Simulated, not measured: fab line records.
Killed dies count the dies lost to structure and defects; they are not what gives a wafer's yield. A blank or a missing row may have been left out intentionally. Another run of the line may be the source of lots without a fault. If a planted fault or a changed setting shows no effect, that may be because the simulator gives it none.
fab line records	flow sky130
[record] lots = 6	wafers = 18	last_day = 50
route steps=708 shown SONOS_ONO@176 GATE_OXIDE@187 POLY_GATE@204 PAD_OPEN@708
lots untouched by any fault: they come from a run of this same line in which no faults occurred
start_h: the number of hours between the record's first day and the start of the first shown wafer of the lot	wait_h: time in hours since the lot's previous step	" same as the row above	L1.1+2: one row covering several wafers at once	- no value, or no start given	* or withheld: withheld	< > ~ a bound
route shown NAME@n: names a module that has steps shown in the file, with the first one's number in the route	usual: average and standard deviation across the fault-free wafers	same: alike in all rows	chamber/n: place in a boat	sites: readings site by site	_std_site: the values' standard deviation	_edge_site: the outer-site mean with the inner-site mean subtracted	radius_mm: how far each site lies from the wafer's centre	mask NAME#n: copy n	behind: the most recent tool/chamber to have shaped the wafer	hold: why the lot went on hold/how many hours it stayed there/how the hold came to an end	device: whichever transistor did not switch (one of n, p or np)	end of line: tests of these same wafers at the route's end	a step with no rows: only its recipe	killed: dies that structure and defects cost at the first sort, which is not the same as the wafer's yield	map: shows each die of a wafer: x if killed, . if not, _ if none is there
set.NAME: the run value of the setting; set.NAME@STEP: its run value at that earlier step	model.NAME: the simulator's own value behind a step, which no gauge read
lots at some steps of the route; a table a step, a row a wafer
services: a tool's chamber out of use, with start hour (start_h, from the record's first day; less than 0 if before it), hours out, and reason
[[steps]]
[step SKY_SONOS_ONO_COAT_08]
[recipe] resist = NOVOLAK	spin_rpm = 3000	resist_thk_nm = 1140
[step SKY_SONOS_ONO_SOFTBAKE_09]
[recipe] temp_c = 90	time_s = 60	resist = NOVOLAK
[step SKY_SONOS_ONO_EXPOSE_10]
[recipe] mask_id = ONOM	target_cd_nm = 410	na = 0.6	source_shape = conventional	sigma_outer = 0.6	dose_mj = 150
[step SKY_SONOS_ONO_PEB_11]
[recipe] temp_c = withheld	time_s = *	resist = NOVOLAK
[step SKY_SONOS_ONO_DEVELOP_12]
[recipe] develop_time_s = 60	dev_temp_c = 23
[step SKY_SONOS_ONO_CD_MEAS_13]
[recipe] target_cd_nm = 410
[usual] cd_nm = 410.6/2.4
lot.wafer	tool	chamber	start_h	wait_h	cd_nm
L855.2	cd_sem-02	-	323.80	0.1	412.0
L855.3	"	-	"	"	412.3
L855.5	"	-	"	"	411.6
L858.4	cd_sem-02	-	352.33	0.1	413.4
L858.5	"	-	"	"	411.6
L858.6	"	-	"	"	412.3
L870.1	cd_sem-01	-	438.28	0.1	411.7
L870.3	"	-	"	"	410.7
L870.6	"	-	"	"	407.2
L871.3	cd_sem-02	-	441.47	0.1	412.3
L871.4	"	-	"	"	410.6
L871.5	"	-	"	"	409.8
L872.2	cd_sem-01	-	447.34	0.1	411.2
L872.3	"	-	"	"	411.4
L872.4	"	-	"	"	411.0
L873.1	cd_sem-01	-	467.17	0.1	412.0
L873.2	"	-	"	"	412.9
L873.3	"	-	"	"	411.9
[step SKY_SONOS_ONO_OVL_MEAS_14]
[usual] SONOS_ONO_OVL = -1.7/1.5
lot.wafer	tool	chamber	start_h	wait_h	SONOS_ONO_OVL[nm]
L855.2	overlay-02	-	323.90	0.1	0.5
L855.3	"	-	"	"	-1.5
L855.5	"	-	"	"	-0.4
L858.4	overlay-01	-	352.41	0.1	0.6
L858.5	"	-	"	"	0.5
L858.6	"	-	"	"	-0.4
L870.1	overlay-02	-	438.40	0.1	-4.0
L870.3	"	-	"	"	-2.8
L870.6	"	-	"	"	-2.1
L871.3	overlay-02	-	441.56	0.1	-1.6
L871.4	"	-	"	"	-1.4
L871.5	"	-	"	"	0.3
L872.2	overlay-01	-	447.45	0.1	-0.9
L872.3	"	-	"	"	-2.7
L872.4	"	-	"	"	-0.4
L873.1	overlay-01	-	467.29	0.1	-0.7
L873.2	"	-	"	"	-1.1
L873.3	"	-	"	"	-0.5
[step SKY_SONOS_ONO_ETCH_15]
[recipe] target_depth_nm = 19.52	chemistry = CHF3/O2	source_w = 600	bias_w = 200	pressure_mtorr = 40	chf3_flow_sccm = 50	O2_flow_sccm = 5	time_s = 7.8
[usual] O2_flow_sccm = 5.001/0.014	drypump_motor_current_A = 5.7/0.53	oes_product_au = 1.007/0.0071	throttle_valve_pct = 8.826/0.0089
lot.wafer	tool	chamber	start_h	wait_h	O2_flow_sccm	drypump_motor_current_A	oes_product_au	rf_hours_counter_h	throttle_valve_pct
L855.2	rie_diel-01	0	323.93	0.0	5.012	5.0	1.010	3	8.831
L855.3	"	1	"	"	5.016	5.6	1.010	71	8.845
L855.5	"	0	"	"	4.986	5.0	1.013	-	8.827
L858.4	rie_diel-01	1	352.43	0.0	5.024	5.6	1.011	72	8.824
L858.5	"	0	"	"	4.985	5.0	1.006	-	8.825
L858.6	"	3	"	"	5.011	5.9	0.994	-	8.823
L870.1	rie_diel-02	1	438.43	0.0	4.986	5.5	0.997	94	8.816
L870.3	"	2	"	"	5.006	5.5	1.007	7	8.839
L870.6	"	3	"	"	4.994	6.8	0.998	-	8.810
L871.3	rie_diel-02	1	441.58	0.0	4.998	5.5	1.008	94	8.845
L871.4	"	2	"	"	4.973	5.5	1.003	7	8.826
L871.5	"	3	"	"	4.989	6.8	1.006	-	8.820
L872.2	rie_diel-03	1	447.48	0.0	5.008	5.4	1.005	100	8.816
L872.3	"	0	"	"	4.993	6.3	1.008	12	8.817
L872.4	"	2	"	"	4.996	5.1	1.001	1	8.828
L873.1	rie_diel-03	3	467.33	0.0	5.006	5.2	1.010	28	8.825
L873.2	"	0	"	"	4.989	6.3	1.008	12	8.831
L873.3	"	2	"	"	5.000	5.1	1.008	2	8.822
[step SKY_SONOS_ONO_WET_ETCH_16]
[recipe] chemistry = dHF	target_depth_nm = 14	dry = n2_spin	target = SiO2	dilution = 100:1	temp_c = 25	time_s = 280
[step SKY_SONOS_ONO_STRIP_17]
[recipe] chemistry = O2/N2	power_w = 1400	pressure_mtorr = 1500	platen_temp_c = withheld	o2_flow_sccm = 3000	n2_flow_sccm = 300	overash_fraction = 0.5
[usual] drypump_motor_current_A = 5.61/0.23	oes_product_au = 0.710/0.0043	strip_time_to_endpoint_s = 14.10/0.042
lot.wafer	tool	chamber	start_h	wait_h	drypump_motor_current_A	oes_product_au	rf_hours_counter_h	strip_time_to_endpoint_s
L855.2	plasma_asher-04	1	324.04	0.0	5.27	0.708	20	14.12
L855.3	"	0	"	"	5.70	0.708	-	14.15
L855.5	"	1	"	"	5.29	0.707	-	14.07
L858.4	plasma_asher-03	0	352.57	0.0	5.41	0.712	-	14.08
L858.5	"	0	"	"	5.37	0.714	-	14.07
L858.6	"	1	"	"	5.84	0.708	-	14.09
L870.1	plasma_asher-04	1	438.54	0.0	5.29	0.712	31	14.13
L870.3	"	0	"	"	5.69	0.703	-	14.08
L870.6	"	1	"	"	5.30	0.712	-	14.09
L871.3	plasma_asher-02	1	441.73	0.0	5.74	0.712	-	14.14
L871.4	"	0	"	"	5.91	0.709	-	14.14
L871.5	"	1	"	"	5.73	0.708	-	14.10
L872.2	plasma_asher-04	1	447.58	0.0	5.26	0.705	32	14.07
L872.3	"	0	"	"	5.70	0.711	-	14.05
L872.4	"	1	"	"	5.31	0.710	-	14.14
L873.1	plasma_asher-04	1	467.43	0.0	5.29	0.715	34	14.11
L873.2	"	0	"	"	5.67	0.716	34	14.17
L873.3	"	0	"	"	5.69	0.712	-	14.15
[step SKY_SONOS_ONO_WET_ETCH_18]
[recipe] chemistry = H3PO4	target_depth_nm = 15	target = Si3N4	temp_c = 160	time_s = 172
[step SKY_GATE_OXIDE_CLEAN_00]
[recipe] chemistry = SC1/SC2	mix = 1:4:20	temp_c = 70	time_s = 150	dry = n2_spin
[step SKY_GATE_OXIDE_OXIDATION_01]
[recipe] temp_c = 900	ambient = O2	stabilise_s = 600	purge_s = 300	target_thk_a = 102.68	ox_time_s = 1473
[usual] ox_time_s = 1473/0	spike_tc_centre_C = 901.7/1.1	tube_center_temp_C = 900/0.082	tube_center_temp_C_max = 902.3/0.38	zone_power_lower_pct = 18.7/0.33	zone_power_upper_pct = 18.21/0.21
lot.wafer	tool	chamber	start_h	wait_h	ox_time_s	spike_tc_centre_C	tube_center_temp_C	tube_center_temp_C_max	zone_power_lower_pct	zone_power_upper_pct	model.SiO2_of_GATE_OXIDE_OXIDATION_01.thk_nm
L855.2	furnace-02	0	325.34	1.1	1473	902.1	900.01	902.4	19.0	18.18	10.03
L855.3	"	0	"	"	1473	901.6	899.99	902.3	19.3	18.22	10.14
L855.5	"	0	"	"	1473	903.1	900.04	902.5	18.8	17.98	10.25
L858.4	furnace-01	0	352.74	0.0	1473	901.3	900	902.1	18.6	17.96	10.21
L858.5	"	0	"	"	1473	901.6	899.92	901.8	18.7	18.24	10.25
L858.6	"	0	"	"	1473	899.5	900.11	902.1	18.2	18.13	10.24
L870.1	furnace-02	0	439.01	0.3	1473	902.1	900.1	902.4	19.4	18.33	10.37
L870.3	"	0	"	"	1473	903.1	900.02	902.5	19.1	18.29	10.3
L870.6	"	0	"	"	1473	903.2	900.11	902.1	19.2	18.03	10.37
L871.3	furnace-02	0	441.92	0.0	1473	903.6	899.93	901.8	19.1	18.09	10.25
L871.4	"	0	"	"	1473	902.8	900	902.2	19.4	17.95	10.23
L871.5	"	0	"	"	1473	902.7	900.01	902.6	19.0	18.10	10.27
L872.2	furnace-01	0	448.56	0.8	1296.2	901.0	900.02	902.6	18.4	18.19	9.138
L872.3	"	0	"	"	1296.2	899.6	899.99	902.1	18.2	18.21	9.29
L872.4	"	0	"	"	1296.2	901.4	899.98	902.5	18.7	18.24	9.07
L873.1	furnace-01	0	467.94	0.3	1296.2	900.9	900.02	902.7	18.5	18.17	9.174
L873.2	"	0	"	"	1296.2	901.2	900.11	902.5	18.5	18.02	9.024
L873.3	"	0	"	"	1296.2	901.3	900.03	902.2	18.5	18.45	9.063
[step SKY_GATE_OXIDE_THK_MEAS_02]
[recipe] reads = SiO2_of_GATE_OXIDE_OXIDATION_01
[usual] GATE_OXIDE_OXIDATION_00_THK = 10.23/0.2
lot.wafer	tool	chamber	start_h	wait_h	GATE_OXIDE_OXIDATION_00_THK[nm]
L855.2	film_metro-02	-	326.76	0.0	10.03
L855.3	"	-	"	"	10.13
L855.5	"	-	"	"	10.29
L858.4	film_metro-01	-	354.18	0.0	10.20
L858.5	"	-	"	"	10.25
L858.6	"	-	"	"	10.28
L870.1	film_metro-02	-	440.42	0.0	10.30
L870.3	"	-	"	"	10.29
L870.6	"	-	"	"	10.35
L871.3	film_metro-03	-	443.35	0.0	10.22
L871.4	"	-	"	"	10.24
L871.5	"	-	"	"	10.26
L872.2	film_metro-02	-	449.98	0.0	9.17
L872.3	"	-	"	"	9.27
L872.4	"	-	"	"	9.07
L873.1	film_metro-03	-	469.35	0.0	9.18
L873.2	"	-	"	"	9.05
L873.3	"	-	"	"	9.07
[step SKY_GATE_OXIDE_DEHYDRATE_03]
[recipe] temp_c = 200	time_s = 60
[step SKY_GATE_OXIDE_HMDS_04]
[recipe] prime_time_s = 60	prime_temp_c = 120
[step SKY_GATE_OXIDE_COAT_05]
[recipe] resist = NOVOLAK	spin_rpm = 3000	resist_thk_nm = 1140
[step SKY_GATE_OXIDE_SOFTBAKE_06]
[recipe] temp_c = 90	time_s = 60	resist = NOVOLAK
[step SKY_GATE_OXIDE_EXPOSE_07]
[recipe] mask_id = LVOM	na = 0.6	source_shape = conventional	sigma_outer = 0.6	polarization = unpolarized	target_cd_nm = 600	dose_mj = 170
[step SKY_GATE_OXIDE_PEB_08]
[recipe] temp_c = withheld	time_s = *	resist = NOVOLAK
[step SKY_GATE_OXIDE_DEVELOP_09]
[recipe] resist = NOVOLAK	developer = TMAH	develop_time_s = 60	dev_temp_c = 23
[step SKY_GATE_OXIDE_OVL_MEAS_10]
[usual] GATE_OXIDE_OVL = -0.1/1
lot.wafer	tool	chamber	start_h	wait_h	GATE_OXIDE_OVL[nm]
L855.2	overlay-02	-	352.99	0.1	-0.8
L855.3	"	-	"	"	0.4
L855.5	"	-	"	"	-0.3
L858.4	overlay-02	-	382.04	0.1	-1.3
L858.5	"	-	"	"	-0.9
L858.6	"	-	"	"	-0.5
L870.1	overlay-01	-	471.52	0.1	0.2
L870.3	"	-	"	"	0.4
L870.6	"	-	"	"	1.1
L871.3	overlay-01	-	473.80	0.1	-0.1
L871.4	"	-	"	"	-0.1
L871.5	"	-	"	"	-0.6
L872.2	overlay-02	-	481.08	0.1	0.1
L872.3	"	-	"	"	1.1
L872.4	"	-	"	"	0.8
L873.1	overlay-02	-	500.03	0.1	1.3
L873.2	"	-	"	"	0.5
L873.3	"	-	"	"	-1.9
[step SKY_GATE_OXIDE_IMPLANT_11]
[recipe] species = B	energy_kev = 10	dose_cm2 = 2.6e+12	tilt_deg = withheld
[step SKY_GATE_OXIDE_WET_ETCH_12]
[recipe] chemistry = dHF	target_depth_nm = 16.8	dry = n2_spin	target = SiO2	dilution = 100:1	temp_c = 25	time_s = 336
[step SKY_GATE_OXIDE_STRIP_13]
[recipe] chemistry = O2/N2	power_w = 1400	pressure_mtorr = 1500	platen_temp_c = withheld	o2_flow_sccm = 3000	n2_flow_sccm = 300	overash_fraction = 0.5
[usual] drypump_motor_current_A = 5.7/0.31	oes_product_au = 0.715/0.0046	strip_time_to_endpoint_s = 14.17/0.043
lot.wafer	tool	chamber	start_h	wait_h	drypump_motor_current_A	oes_product_au	rf_hours_counter_h	strip_time_to_endpoint_s
L855.2	plasma_asher-03	0	353.28	0.0	5.4	0.712	67	14.17
L855.3	"	1	"	"	5.9	0.714	-	14.15
L855.5	"	0	"	"	5.4	0.716	-	14.19
L858.4	plasma_asher-03	0	382.34	0.0	5.4	0.713	-	14.12
L858.5	"	1	"	"	5.8	0.717	-	14.12
L858.6	"	0	"	"	5.4	0.722	-	14.14
L870.1	plasma_asher-04	1	471.82	0.0	5.3	0.724	35	14.22
L870.3	"	1	"	"	5.3	0.714	-	14.22
L870.6	"	0	"	"	5.7	0.706	-	14.20
L871.3	plasma_asher-03	1	474.11	0.0	5.8	0.717	-	14.13
L871.4	"	0	"	"	5.4	0.718	-	14.14
L871.5	"	1	"	"	5.8	0.716	-	14.22
L872.2	plasma_asher-04	0	481.36	0.0	5.7	0.716	36	14.23
L872.3	"	1	"	"	5.3	0.722	-	14.20
L872.4	"	0	"	"	5.7	0.713	-	14.23
L873.1	plasma_asher-04	1	500.32	0.0	5.3	0.710	38	14.21
L873.2	"	0	"	"	5.7	0.713	38	14.13
L873.3	"	1	"	"	5.3	0.714	-	14.19
[step SKY_GATE_OXIDE_TW_MEAS_14]
[usual] GATE_OXIDE_TW = 224.3/1.7
lot.wafer	tool	chamber	start_h	wait_h	GATE_OXIDE_TW
L855.2	film_metro-03	-	353.39	0.1	222.9
L855.3	"	-	"	"	223.1
L855.5	"	-	"	"	223.6
L858.4	film_metro-01	-	382.44	0.1	225.2
L858.5	"	-	"	"	226.0
L858.6	"	-	"	"	225.1
L870.1	film_metro-01	-	471.92	0.1	226.2
L870.3	"	-	"	"	226.7
L870.6	"	-	"	"	227.4
L871.3	film_metro-03	-	474.19	0.1	223.0
L871.4	"	-	"	"	223.1
L871.5	"	-	"	"	225.6
L872.2	film_metro-01	-	481.47	0.1	225.0
L872.3	"	-	"	"	225.7
L872.4	"	-	"	"	226.4
L873.1	film_metro-03	-	500.42	0.1	222.9
L873.2	"	-	"	"	222.5
L873.3	"	-	"	"	223.0
[step SKY_GATE_OXIDE_CLEAN_15]
[recipe] chemistry = SC1/SC2	mix = 1:4:20	temp_c = 70	time_s = 150	dry = n2_spin
[step SKY_GATE_OXIDE_OXIDATION_16]
[recipe] temp_c = 800	ambient = O2	idle_temp_c = 700	ramp_up_c_per_min = 10	ramp_down_c_per_min = 3	stabilise_s = 600	purge_s = 300	target_thk_a = 35.7	ox_time_s = 1915
[usual] ox_time_s = 1915/0	spike_tc_centre_C = 801.9/1.1	tube_center_temp_C = 800/0.07	tube_center_temp_C_max = 802.0/0.34	zone_power_lower_pct = 14.69/0.26	zone_power_upper_pct = 14.13/0.18
lot.wafer	tool	chamber	start_h	wait_h	ox_time_s	spike_tc_centre_C	tube_center_temp_C	tube_center_temp_C_max	zone_power_lower_pct	zone_power_upper_pct	model.SiO2_of_GATE_OXIDE_OXIDATION_01.thk_nm
L855.2	furnace-02	0	354.26	0.8	1915	802.4	800.01	802.3	14.65	14.13	11.35
L855.3	"	0	"	"	1915	803.5	800.09	801.7	14.99	14.29	11.47
L855.5	"	0	"	"	1915	802.8	800.04	802.0	14.74	14.26	11.57
L858.4	furnace-02	0	387.43	4.9	1915	801.6	799.96	803.0	15.10	14.24	11.55
L858.5	"	0	"	"	1915	803.7	800.18	801.8	14.87	14.31	11.57
L858.6	"	0	"	"	1915	800.1	799.93	801.7	14.76	14.00	11.57
L870.1	furnace-02	0	472.03	0.0	1915	804.0	800	801.9	14.70	13.90	11.72
L870.3	"	0	"	"	1915	801.4	800.15	802.0	14.51	14.19	11.66
L870.6	"	0	"	"	1915	801.3	799.87	801.5	14.90	14.05	11.7
L871.3	furnace-02	0	474.29	0.0	1915	801.5	800.05	802.6	15.09	14.19	11.65
L871.4	"	0	"	"	1915	801.6	800.07	801.8	14.76	14.42	11.59
L871.5	"	0	"	"	1915	802.8	800.05	801.9	14.91	14.00	11.65
L872.2	furnace-02	0	481.57	0.0	1915	802.5	800.01	802.5	14.83	13.82	10.63
L872.3	"	0	"	"	1915	801.7	799.91	801.7	14.72	14.05	10.77
L872.4	"	0	"	"	1915	802.5	800.04	801.6	14.83	13.76	10.58
L873.1	furnace-01	0	500.53	0.0	1915	801.5	800	802.7	14.48	14.24	10.57
L873.2	"	0	"	"	1915	799.6	800.1	802.3	14.36	14.22	10.44
L873.3	"	0	"	"	1915	800.7	799.97	801.5	14.65	14.15	10.44
[step SKY_POLY_GATE_CVD_00]
[recipe] material = poly-Si	target_thk_nm = 180	temp_c = 620	time_s = 720	pressure_mtorr = 200
[step SKY_PAD_OPEN_PROBE_99]
[usual] killed_at_M0_to_M3 = 42/6.2	killed_at_M4_up = 3.0/1.8	killed_at_contacts = 25/5.9	killed_at_front_end = 15/4.5	killed_at_other = 0.2/0.45	killed_dies = 85/9.9	killed_open = 47/6.7	killed_short = 39/6.4
[same] gross_dies = 492	killed_at_back_side = 0
lot.wafer	tool	chamber	start_h	wait_h	killed_at_M0_to_M3	killed_at_M4_up	killed_at_contacts	killed_at_front_end	killed_at_other	killed_dies	killed_open	killed_short	model.etest.nfet_16v.r_on_ohm_um	model.etest.pfet_g5v0d10v5.r_on_ohm_um	model.etest.tip_sonos.rs_ohm_sq	model.etest.nfet_g5v0d10v5.r_on_ohm_um	model.etest.nfet_g5v0d10v5.drive_ua_um	model.etest.nfet_05v0_nvt.drive_ua_um	model.etest.pfet_g5v0d10v5.drive_ua_um	model.etest.nfet_16v.drive_ua_um
L855.2	prober-02	-	1108.39	0.1	31	0	34	13	0	78	46	32	1.398e+04	4723	2602	1863	613.9	584.1	346.3	226.9
L855.3	prober-02	-	1108.44	0.2	32	3	33	14	0	82	48	34	1.403e+04	4724	2604	1872	614.2	579	340.5	223.4
L855.5	prober-02	-	1108.54	0.2	44	3	24	20	0	91	51	40	1.409e+04	4696	2637	1858	611.1	576.5	345.8	223.1
L858.4	prober-02	-	1133.20	0.2	40	3	23	19	0	85	48	37	1.394e+04	4730	2604	1863	608	581.7	341.4	225.7
L858.5	prober-02	-	1133.25	0.2	41	3	21	20	0	85	53	32	1.407e+04	4832	2610	1897	605.6	576.4	340.2	223.7
L858.6	prober-02	-	1133.30	0.2	38	3	22	16	0	79	48	31	1.408e+04	4757	2619	1875	605.2	580.9	341.1	223.7
L870.1	prober-01	-	1188.21	0.1	45	7	28	17	0	97	56	41	1.392e+04	4752	2742	1897	601.9	569.8	337.6	223
L870.3	prober-01	-	1188.31	0.2	53	5	22	22	1	103	50	53	1.394e+04	4837	2719	1906	600.2	569.1	335.5	221.6
L870.6	prober-01	-	1188.46	0.2	48	2	17	12	1	80	44	36	1.398e+04	4813	2754	1909	597.8	566.7	334.6	219
L871.3	prober-02	-	1189.75	0.2	36	2	35	18	0	91	51	40	1.401e+04	4643	2663	1845	610.4	575.4	352.2	223.1
L871.4	prober-02	-	1189.80	0.2	53	3	23	14	1	94	47	47	1.396e+04	4685	2665	1886	606.6	578.1	347	225.4
L871.5	prober-02	-	1189.85	0.2	44	1	23	13	0	81	47	34	1.398e+04	4644	2669	1860	608.9	579.5	346.6	223
L872.2	prober-01	-	1192.34	0.1	43	2	26	17	0	88	51	37	1.364e+04	4555	2392	1813	655.3	615.3	368.5	242
L872.3	prober-01	-	1192.39	0.2	36	3	18	22	1	80	47	33	1.382e+04	4555	2421	1812	643.2	613.7	364.9	239.6
L872.4	prober-01	-	1192.44	0.2	33	0	19	26	0	78	44	34	1.375e+04	4608	2409	1809	661.1	616.8	360.8	241.8
L873.1	prober-01	-	1204.58	0.1	35	1	21	20	0	77	40	37	1.385e+04	4536	2435	1794	657.6	620.7	368	238.3
L873.2	prober-01	-	1204.63	0.1	37	3	28	11	0	79	41	38	1.38e+04	4451	2392	1762	669.4	625.2	374.6	243.1
L873.3	prober-01	-	1204.68	0.2	36	4	24	13	0	77	42	35	1.387e+04	4501	2362	1773	667.2	629.1	369.7	240
// killed by level:class
L855.2 LI_CONTACT:geometric_particle:open=14 CONTACT:geometric_particle:open=10 VIA1:geometric_particle:open=6 VIA1:geometric_particle:short=5 VIA2:geometric_particle:open=5 FIELD_ISO:geometric_particle:open=4 METAL1:geometric_particle:short=4 LOCAL_INTERCONNECT:geometric_particle:short=4
L855.3 LI_CONTACT:geometric_particle:open=12 VIA1:geometric_particle:open=10 LI_CONTACT:geometric_particle:short=7 CONTACT:geometric_particle:short=6 VIA3:geometric_particle:open=6 VIA2:geometric_particle:open=6 POLY_GATE:geometric_particle:short=5 POLY_GATE:geometric_particle:open=5
L855.5 VIA3:geometric_particle:open=10 CONTACT:geometric_particle:open=9 VIA1:geometric_particle:open=8 VIA2:geometric_particle:open=7 LI_CONTACT:geometric_particle:open=6 VIA1:geometric_particle:short=6 FIELD_ISO:geometric_particle:short=5 POLY_GATE:geometric_particle:short=5
L858.4 LI_CONTACT:geometric_particle:open=10 METAL1:geometric_particle:short=10 POLY_GATE:geometric_particle:open=9 VIA2:geometric_particle:open=6 VIA3:geometric_particle:open=5 LOCAL_INTERCONNECT:geometric_particle:short=5 VIA1:geometric_particle:open=5 CONTACT:geometric_particle:short=4
L858.5 VIA1:geometric_particle:open=13 POLY_GATE:geometric_particle:open=9 CONTACT:geometric_particle:open=7 VIA2:geometric_particle:open=6 LI_CONTACT:geometric_particle:open=5 CONTACT:geometric_particle:short=5 FIELD_ISO:geometric_particle:open=4 POLY_GATE:geometric_particle:short=4
L858.6 VIA1:geometric_particle:open=12 CONTACT:geometric_particle:open=11 POLY_GATE:geometric_particle:open=7 VIA2:geometric_particle:open=5 POLY_GATE:geometric_particle:short=4 LI_CONTACT:geometric_particle:open=4 METAL3:geometric_particle:short=4 LOCAL_INTERCONNECT:geometric_particle:short=3
L870.1 VIA1:geometric_particle:open=16 LI_CONTACT:geometric_particle:open=11 CONTACT:geometric_particle:open=8 METAL1:geometric_particle:short=8 METAL4:geometric_particle:short=6 CONTACT:geometric_particle:short=5 POLY_GATE:geometric_particle:open=5 VIA2:geometric_particle:open=5
L870.3 VIA1:geometric_particle:open=12 FIELD_ISO:geometric_particle:short=8 VIA3:geometric_particle:open=8 CONTACT:geometric_particle:open=7 VIA2:geometric_particle:open=7 METAL1:geometric_particle:short=6 LOCAL_INTERCONNECT:geometric_particle:short=5 VIA2:geometric_particle:short=5
L870.6 VIA1:geometric_particle:open=9 VIA2:geometric_particle:open=8 METAL1:geometric_particle:short=7 VIA1:geometric_particle:short=6 METAL3:geometric_particle:short=6 VIA3:geometric_particle:open=6 LI_CONTACT:geometric_particle:open=5 CONTACT:geometric_particle:open=5
L871.3 LI_CONTACT:geometric_particle:open=10 CONTACT:geometric_particle:open=10 VIA1:geometric_particle:open=6 METAL2:geometric_particle:short=6 POLY_GATE:geometric_particle:open=5 LOCAL_INTERCONNECT:geometric_particle:short=5 METAL1:geometric_particle:short=5 VIA2:geometric_particle:open=5
L871.4 VIA2:geometric_particle:open=8 METAL2:geometric_particle:short=8 METAL1:geometric_particle:short=8 CONTACT:geometric_particle:open=7 VIA1:geometric_particle:open=7 VIA1:geometric_particle:short=6 POLY_GATE:geometric_particle:open=5 LI_CONTACT:geometric_particle:open=5
L871.5 VIA1:geometric_particle:open=12 CONTACT:geometric_particle:open=9 VIA2:geometric_particle:open=7 LOCAL_INTERCONNECT:geometric_particle:short=6 METAL3:geometric_particle:short=6 VIA3:geometric_particle:open=5 FIELD_ISO:geometric_particle:open=4 POLY_GATE:geometric_particle:short=3
L872.2 CONTACT:geometric_particle:open=11 VIA3:geometric_particle:open=11 VIA1:geometric_particle:open=9 LI_CONTACT:geometric_particle:open=7 VIA1:geometric_particle:short=6 FIELD_ISO:geometric_particle:short=5 POLY_GATE:geometric_particle:open=5 VIA2:geometric_particle:open=5
L872.3 VIA1:geometric_particle:open=10 CONTACT:geometric_particle:open=8 POLY_GATE:geometric_particle:short=7 VIA2:geometric_particle:open=6 VIA3:geometric_particle:open=6 LI_CONTACT:geometric_particle:open=5 VIA1:geometric_particle:short=5 FIELD_ISO:geometric_particle:short=4
L872.4 LI_CONTACT:geometric_particle:open=8 VIA3:geometric_particle:open=7 SPACER:geometric_particle:short=6 CONTACT:geometric_particle:open=6 VIA1:geometric_particle:open=6 FIELD_ISO:geometric_particle:short=5 SPACER:geometric_particle:open=5 POLY_GATE:geometric_particle:open=4
L873.1 VIA3:geometric_particle:open=11 METAL1:geometric_particle:short=9 POLY_GATE:geometric_particle:short=6 CONTACT:geometric_particle:open=6 POLY_GATE:geometric_particle:open=5 LOCAL_INTERCONNECT:geometric_particle:short=4 CONTACT:geometric_particle:short=4 FIELD_ISO:geometric_particle:open=3
L873.2 CONTACT:geometric_particle:open=12 LI_CONTACT:geometric_particle:open=6 LOCAL_INTERCONNECT:geometric_particle:short=6 VIA1:geometric_particle:open=6 VIA2:geometric_particle:open=6 VIA3:geometric_particle:open=6 METAL1:geometric_particle:short=5 VIA1:geometric_particle:short=5
L873.3 CONTACT:geometric_particle:short=9 VIA1:geometric_particle:open=8 VIA2:geometric_particle:open=7 LI_CONTACT:geometric_particle:open=6 CONTACT:geometric_particle:open=6 VIA3:geometric_particle:open=5 VIA2:geometric_particle:short=5 POLY_GATE:geometric_particle:open=4
[[services]]
tool	chamber	start_h	hours	kind
furnace-02	-	310.45	3.1	pm
rie_diel-01	3	312.67	14.2	repair
rie_diel-02	-	321.61	0.1	repair
plasma_asher-04	-	326.17	12.9	pm
rie_diel-02	3	326.49	7.8	repair
rie_diel-03	2	352.08	-	clean
furnace-01	-	355.56	2.6	pm
furnace-02	-	359.44	18.8	repair
furnace-01	-	381.77	3.9	pm
plasma_asher-02	-	396.30	31.3	pm
furnace-01	-	396.63	3.9	repair
plasma_asher-03	-	421.25	9.0	pm
plasma_asher-03	0	421.25	9.0	vent_cycle
plasma_asher-03	1	421.25	9.0	vent_cycle
rie_diel-03	-	422.04	0.5	repair
plasma_asher-04	-	427.30	2.5	repair
plasma_asher-03	0	430.25	-	clean
plasma_asher-03	1	430.25	-	clean
plasma_asher-02	-	460.99	2.3	repair
furnace-02	-	461.38	1.4	repair
rie_diel-03	3	474.25	2.3	repair
rie_diel-02	3	475.34	3.1	repair
furnace-02	-	477.34	3.6	pm
plasma_asher-03	-	491.72	5.3	repair
[[key]]
[first_sign] step = SKY_GATE_OXIDE_OXIDATION_01	reading = ox_time_s	direction = down	sigmas = 99+	usual = *	struck = *
[effect] step = SKY_GATE_OXIDE_THK_MEAS_02	reading = GATE_OXIDE_OXIDATION_00_THK	direction = down	sigmas = 5.4	usual = 10.23	struck = 9.13
[model_effect] step = SKY_GATE_OXIDE_OXIDATION_01	value = SiO2_of_GATE_OXIDE_OXIDATION_01.thk_nm	without = 10.01	struck = 9.127
[model_effect] step = SKY_GATE_OXIDE_OXIDATION_16	value = SiO2_of_GATE_OXIDE_OXIDATION_01.thk_nm	without = 11.38	struck = 10.57
[model_effect] step = SKY_PAD_OPEN_PROBE_99	value = etest.nfet_16v.r_on_ohm_um	without = 1.422e+04	struck = 1.379e+04
met_at SKY_GATE_OXIDE_OXIDATION_01
struck_wafers L872.2,L872.3,L872.4,L873.1,L873.2,L873.3
tester_left_out L872,L873
onset_between 352.74 448.56
[fault] kind = process_parameter_drift	tool = furnace-01	chamber = -	onset_h = 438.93	steps = SKY_GATE_OXIDE_OXIDATION_01	channel = ox_time_s	offset = *	shape = step	end_h = 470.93	acts_in = *	stated = *
// tester_left_out: of these lots the tester's yield and bins aren't shown, on N5 and GAA mostly nor the transistor test; their killed dies are dies lost to structure and defects alone, not to doping, threshold or leakage, so they don't give the yield
